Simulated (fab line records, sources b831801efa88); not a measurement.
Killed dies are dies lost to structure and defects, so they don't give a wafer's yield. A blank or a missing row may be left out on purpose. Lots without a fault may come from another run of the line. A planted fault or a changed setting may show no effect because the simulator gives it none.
fab line records | flow sky130
record lots=12 wafers=36 last_day=50
route steps=708 shown LDD_P@262 POLY_CUT@312 PAD_OPEN@708
lots that met no fault: from a run of the same line without faults
start_h: hours from the record's first day to the start of the lot's first wafer shown | wait_h: hours since the lot's step before | " the same as in the row above | L1.1+2: a row that stands for several wafers | - no value, or no start given | * or withheld: withheld | < > ~ a bound
route shown NAME@n: a module of which the file shows steps, and the number in the route of the first | usual: mean/standard deviation of fault-free wafers | same: alike in all rows | chamber/n: place in a boat | sites: the reading at each site | _std_site: their standard deviation | _edge_site: outer sites' mean less inner sites' | radius_mm: how far each site lies from the wafer's centre | mask NAME#n: copy n | behind: the tool/chamber that last shaped the wafer | hold: why the lot was held/for how many hours/how that ended | device: the transistor (n, p or np) that didn't switch | end of line: the same wafers' tests at the end of the route | a step without rows: its recipe alone | killed: dies lost to structure and defects at the first sort, not the wafer's yield | map: a wafer's dies, x killed, . not, _ none there
set.NAME: the setting as run; set.NAME@STEP: as run at that earlier step | model.NAME: the simulator's own value behind a step, which no gauge read
steps of the route over a sample of lots; a table a step, a row a wafer
services: from which hour (start_h, from the record's first day; less than 0 if before it) a tool's chamber was out of use, for how many hours, and why
## steps
# step SKY_LDD_P_CD_MEAS_07
# recipe target_cd_nm=380
# usual cd_nm=380/3.3
# columns lot.wafer tool chamber start_h wait_h cd_nm
L414.2 cd_sem-01 - 437.28 0.1 377
L414.5 " - " " 378
L414.6 " - " " 378
L416.3 cd_sem-02 - 459.15 0.1 385
L416.4 " - " " 386
L416.6 " - " " 383
L418.2 cd_sem-02 - 470.43 0.1 380
L418.3 " - " " 381
L418.5 " - " " 381
L419.2 cd_sem-02 - 473.47 0.1 376
L419.5 " - " " 372
L419.6 " - " " 374
L421.3 cd_sem-01 - 501.54 0.1 377
L421.4 " - " " 377
L421.6 " - " " 376
L422.1 cd_sem-01 - 502.98 0.1 376
L422.3 " - " " 375
L422.4 " - " " 378
L423.1 cd_sem-01 - 507.20 0.1 380
L423.3 " - " " 381
L423.5 " - " " 381
L425.1 cd_sem-01 - 527.50 0.1 382
L425.2 " - " " 381
L425.6 " - " " 383
L426.1 cd_sem-01 - 540.80 0.1 380
L426.4 " - " " 380
L426.5 " - " " 379
L432.1 cd_sem-01 - 597.71 0.1 381
L432.2 " - " " 379
L432.5 " - " " 381
L433.2 cd_sem-02 - 607.42 0.1 380
L433.5 " - " " 378
L433.6 " - " " 380
L436.2 cd_sem-01 - 623.30 0.2 380
L436.4 " - " " 378
L436.5 " - " " 380
# step SKY_LDD_P_STRIP_10
# recipe chemistry=O2/N2 power_w=1400 pressure_mtorr=1500 platen_temp_c=withheld o2_flow_sccm=3000 n2_flow_sccm=300 overash_fraction=0.5
# usual drypump_motor_current_A=5.66/0.25 oes_product_au=0.715/0.0044 strip_time_to_endpoint_s=14.19/0.045
# columns lot.wafer tool chamber start_h wait_h drypump_motor_current_A oes_product_au rf_hours_counter_h strip_time_to_endpoint_s
L414.2 plasma_asher-04 0 437.57 0.1 5.71 0.714 73 14.24
L414.5 " 0 " " 5.74 0.713 - 14.20
L414.6 " 1 " " 5.26 0.723 - 14.17
L416.3 plasma_asher-03 0 459.47 0.1 6.00 0.712 - 14.14
L416.4 " 1 " " 5.87 0.720 - 14.16
L416.6 " 0 " " 5.98 0.707 - 14.17
L418.2 plasma_asher-03 1 470.72 0.1 5.91 0.708 63 14.18
L418.3 " 1 " " 5.95 0.716 - 14.23
L418.5 " 1 " " 5.93 0.708 - 14.21
L419.2 plasma_asher-04 0 473.75 0.1 5.77 0.717 77 14.23
L419.5 " 1 " " 5.27 0.717 - 14.23
L419.6 " 0 " " 5.76 0.714 - 14.27
L421.3 plasma_asher-03 1 501.84 0.1 5.92 0.711 - 14.18
L421.4 " 0 " " 5.92 0.725 - 14.19
L421.6 " 0 " " 5.96 0.723 - 14.16
L422.1 plasma_asher-02 0 503.29 0.1 5.43 0.721 39 14.23
L422.3 " 0 " " 5.42 0.718 - 14.23
L422.4 " 1 " " 5.57 0.716 - 14.23
L423.1 plasma_asher-02 0 507.50 0.1 5.41 0.714 39 14.17
L423.3 " 1 " " 5.57 0.718 - 14.19
L423.5 " 1 " " 5.55 0.716 - 14.13
L425.1 plasma_asher-02 1 527.80 0.1 5.56 0.714 42 14.15
L425.2 " 0 " " 5.42 0.721 42 14.14
L425.6 " 1 " " 5.56 0.720 - 14.13
L426.1 plasma_asher-03 1 541.10 0.1 5.93 0.715 72 14.27
L426.4 " 1 " " 5.90 0.714 - 14.16
L426.5 " 1 " " 5.94 0.709 - 14.20
L432.1 plasma_asher-03 1 598.01 0.1 5.90 0.710 77 14.15
L432.2 " 0 " " 5.97 0.718 77 14.06
L432.5 " 1 " " 5.91 0.714 - 14.14
L433.2 plasma_asher-04 0 607.70 0.1 5.74 0.724 91 14.16
L433.5 " 0 " " 5.77 0.711 - 14.22
L433.6 " 1 " " 5.28 0.720 - 14.20
L436.2 plasma_asher-02 1 623.59 0.1 5.57 0.712 50 14.21
L436.4 " 0 " " 5.44 0.714 - 14.21
L436.5 " 1 " " 5.57 0.707 - 14.21
# step SKY_POLY_CUT_EXPOSE_05
# recipe mask_id=NPCM na=0.8 source_shape=annular sigma_inner=0.55 sigma_outer=0.85 target_cd_nm=270 dose_mj=32
# columns lot.wafer tool chamber start_h wait_h mask
L414.2+5+6 krf_scanner-01 0 548.86 - NPCM#0
L416.3+4+6 krf_scanner-02 0 568.67 - NPCM#0
L418.2+3+5 krf_scanner-01 0 578.05 - NPCM#0
L419.2+5+6 krf_scanner-02 0 582.11 - NPCM#0
L421.3+4+6 krf_scanner-02 0 608.32 - NPCM#0
L422.1+3+4 krf_scanner-02 0 608.85 - NPCM#0
L423.1+3+5 krf_scanner-02 0 613.66 - NPCM#0
L425.1+2+6 krf_scanner-02 0 633.19 - NPCM#0
L426.1+4+5 krf_scanner-02 0 646.80 - NPCM#0
L432.1+2+5 krf_scanner-01 0 701.55 - NPCM#0
L433.2+5+6 krf_scanner-01 0 710.68 - NPCM#0
L436.2+4+5 krf_scanner-01 0 724.89 - NPCM#0
# step SKY_POLY_CUT_OVL_MEAS_09
# usual POLY_CUT_OVL=3/5.2
# columns lot.wafer tool chamber start_h wait_h POLY_CUT_OVL[nm]
L414.2 overlay-01 - 563.08 0.1 1
L414.5 " - " " -11
L414.6 " - " " 1
L416.3 overlay-02 - 583.43 0.1 -1
L416.4 " - " " -6
L416.6 " - " " -10
L418.2 overlay-02 - 592.28 0.1 9
L418.3 " - " " 8
L418.5 " - " " 4
L419.2 overlay-01 - 596.44 0.1 3
L419.5 " - " " 10
L419.6 " - " " -5
L421.3 overlay-02 - 622.64 0.1 14
L421.4 " - " " 12
L421.6 " - " " 10
L422.1 overlay-02 - 623.28 0.1 2
L422.3 " - " " -4
L422.4 " - " " 0
L423.1 overlay-02 - 628.28 0.1 48
L423.3 " - " " 55
L423.5 " - " " 48
L425.1 overlay-02 - 648.07 0.1 46
L425.2 " - " " 56
L425.6 " - " " 50
L426.1 overlay-02 - 660.78 0.1 55
L426.4 " - " " 57
L426.5 " - " " 54
L432.1 overlay-02 - 715.87 0.1 0
L432.2 " - " " 2
L432.5 " - " " -3
L433.2 overlay-02 - 724.07 0.1 7
L433.5 " - " " 3
L433.6 " - " " 2
L436.2 overlay-01 - 738.64 0.1 4
L436.4 " - " " 3
L436.5 " - " " -3
# step SKY_POLY_CUT_STRIP_12
# recipe chemistry=O2/N2 power_w=1400 pressure_mtorr=1500 platen_temp_c=withheld o2_flow_sccm=3000 n2_flow_sccm=300 overash_fraction=0.5
# usual drypump_motor_current_A=5.64/0.26 oes_product_au=0.452/0.0051 strip_time_to_endpoint_s=5.357/0.016
# columns lot.wafer tool chamber start_h wait_h drypump_motor_current_A oes_product_au rf_hours_counter_h strip_time_to_endpoint_s
L414.2 plasma_asher-04 0 563.20 0.0 5.76 0.460 87 5.365
L414.5 " 0 " " 5.78 0.456 - 5.358
L414.6 " 1 " " 5.24 0.458 - 5.360
L416.3 plasma_asher-02 0 583.57 0.1 5.42 0.460 - 5.358
L416.4 " 1 " " 5.56 0.449 - 5.342
L416.6 " 0 " " 5.42 0.463 - 5.347
L418.2 plasma_asher-04 0 592.40 0.0 5.75 0.447 90 5.340
L418.3 " 0 " " 5.73 0.446 - 5.333
L418.5 " 1 " " 5.24 0.452 - 5.330
L419.2 plasma_asher-04 1 596.55 0.0 5.25 0.447 90 5.368
L419.5 " 0 " " 5.74 0.465 - 5.358
L419.6 " 1 " " 5.25 0.458 - 5.367
L421.3 plasma_asher-03 1 622.78 0.1 5.91 0.452 - 5.354
L421.4 " 0 " " 5.94 0.450 - 5.325
L421.6 " 0 " " 5.93 0.449 - 5.323
L422.1 plasma_asher-03 1 623.40 0.0 5.91 0.452 80 5.346
L422.3 " 0 " " 5.95 0.453 - 5.358
L422.4 " 1 " " 5.90 0.456 - 5.376
L423.1 plasma_asher-02 0 628.40 0.0 5.41 0.454 51 5.350
L423.3 " 0 " " 5.43 0.455 - 5.343
L423.5 " 1 " " 5.57 0.457 - 5.333
L425.1 plasma_asher-04 0 648.18 0.0 5.76 0.460 95 5.348
L425.2 " 1 " " 5.24 0.449 95 5.352
L425.6 " 0 " " 5.74 0.455 - 5.347
L426.1 plasma_asher-02 0 660.90 0.0 5.41 0.461 54 5.379
L426.4 " 1 " " 5.57 0.458 - 5.385
L426.5 " 1 " " 5.57 0.451 - 5.393
L432.1 plasma_asher-04 0 715.98 0.0 5.74 0.456 102 5.371
L432.2 " 1 " " 5.26 0.452 102 5.397
L432.5 " 1 " " 5.25 0.455 - 5.362
L433.2 plasma_asher-03 0 724.18 0.0 5.96 0.452 90 5.331
L433.5 " 0 " " 5.97 0.453 - 5.349
L433.6 " 1 " " 5.91 0.445 - 5.354
L436.2 plasma_asher-03 1 738.75 0.0 5.91 0.458 92 5.381
L436.4 " 1 " " 5.94 0.455 - 5.362
L436.5 " 1 " " 5.96 0.450 - 5.385
# step SKY_PAD_OPEN_PROBE_99
# usual killed_at_M0_to_M3=44/6 killed_at_M4_up=2.9/1.5 killed_at_contacts=24/4.9 killed_at_front_end=16/4.3 killed_at_other=0.3/0.54 killed_dies=87/8.7 killed_open=48/6.7 killed_short=39/5.9
# same gross_dies=492 killed_at_back_side=0
# columns lot.wafer tool chamber start_h wait_h killed_at_M0_to_M3 killed_at_M4_up killed_at_contacts killed_at_front_end killed_at_other killed_dies killed_open killed_short
L421.3 prober-01 - 1120.30 0.2 47 6 18 21 0 92 53 38
L421.4 prober-01 - 1120.35 0.2 38 3 23 13 0 77 47 29
L421.6 prober-01 - 1120.45 0.2 46 3 19 18 0 86 47 39
L422.1 prober-02 - 1120.53 0.1 44 3 26 13 0 86 40 46
L422.3 prober-02 - 1120.63 0.2 41 4 24 13 0 82 38 44
L422.4 prober-02 - 1120.68 0.2 49 1 30 17 1 98 56 42
# killed by level:class
L421.3 VIA1:geometric_particle:open=11 VIA2:geometric_particle:open=8 CONTACT:geometric_particle:open=7 POLY_GATE:geometric_particle:short=6 VIA3:geometric_particle:open=6 VIA1:geometric_particle:short=6 FIELD_ISO:geometric_particle:open=5 LI_CONTACT:geometric_particle:open=5
L421.4 VIA1:geometric_particle:open=15 CONTACT:geometric_particle:open=12 LI_CONTACT:geometric_particle:open=5 VIA1:geometric_particle:short=5 METAL3:geometric_particle:short=4 FIELD_ISO:geometric_particle:short=3 CONTACT:geometric_particle:short=3 VIA2:geometric_particle:short=3
L421.6 VIA1:geometric_particle:open=13 VIA2:geometric_particle:open=8 CONTACT:geometric_particle:short=7 CONTACT:geometric_particle:open=6 POLY_GATE:geometric_particle:short=6 VIA1:geometric_particle:short=5 LI_CONTACT:geometric_particle:open=4 METAL2:geometric_particle:short=4
L422.1 CONTACT:geometric_particle:open=10 LI_CONTACT:geometric_particle:open=6 METAL3:geometric_particle:short=5 METAL2:geometric_particle:short=5 VIA2:geometric_particle:short=5 VIA2:geometric_particle:open=5 VIA3:geometric_particle:short=5 FIELD_ISO:geometric_particle:open=4
L422.3 CONTACT:geometric_particle:open=8 CONTACT:geometric_particle:short=7 VIA1:geometric_particle:short=6 METAL2:geometric_particle:short=6 LOCAL_INTERCONNECT:geometric_particle:short=5 VIA1:geometric_particle:open=5 METAL2:geometric_particle:open=5 VIA3:geometric_particle:open=5
L422.4 VIA1:geometric_particle:open=14 LOCAL_INTERCONNECT:geometric_particle:short=11 METAL2:geometric_particle:short=7 CONTACT:geometric_particle:open=7 VIA2:geometric_particle:open=6 VIA3:geometric_particle:open=6 FIELD_ISO:geometric_particle:open=4 POLY_GATE:geometric_particle:open=4
## services
# columns tool chamber start_h hours kind
krf_scanner-02 - 420.30 4.4 pm
krf_scanner-01 - 423.80 0.5 repair
krf_scanner-02 - 430.19 0.6 repair
krf_scanner-01 - 439.37 0.8 pm
krf_scanner-02 - 440.10 4.2 repair
krf_scanner-01 - 470.23 3.6 pm
krf_scanner-01 - 494.03 1.0 pm
krf_scanner-02 - 501.10 0.8 pm
krf_scanner-02 - 513.11 1.3 pm
krf_scanner-02 - 524.71 4.4 repair
krf_scanner-02 - 569.88 2.1 repair
krf_scanner-01 - 576.32 0.9 repair
krf_scanner-02 - 577.39 1.0 pm
plasma_asher-02 - 585.92 7.5 repair
krf_scanner-02 - 591.77 0.9 repair
plasma_asher-02 - 620.74 2.8 pm
krf_scanner-02 - 625.23 3.6 pm
plasma_asher-04 - 664.04 2.8 pm
krf_scanner-02 - 669.90 0.8 pm
plasma_asher-03 - 685.28 4.2 repair
krf_scanner-02 - 689.01 1.3 pm
krf_scanner-02 - 699.91 4.4 repair
plasma_asher-04 - 733.75 9.0 pm
plasma_asher-02 - 737.43 11.7 repair
## key
first_sign step=SKY_POLY_CUT_OVL_MEAS_09 reading=POLY_CUT_OVL direction=up sigmas=9.4 usual=3 struck=52
effect none on later readings
met_at SKY_POLY_CUT_EXPOSE_05
struck_lots L423,L425,L426
tester_left_out L423,L425,L426
not_acting_at SKY_LDD_P_CD_MEAS_07,SKY_LDD_P_STRIP_10,SKY_POLY_CUT_STRIP_12
onset_between 608.85 613.66
fault kind=scanner_matching_overlay tool=krf_scanner-02 chamber=- onset_h=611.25 steps=SKY_POLY_CUT_EXPOSE_05 offset=47.931
# tester_left_out: of these lots the tester's yield and bins aren't shown, on N5 and GAA mostly nor the transistor test; their killed dies are dies lost to structure and defects alone, not to doping, threshold or leakage, so they don't give the yield
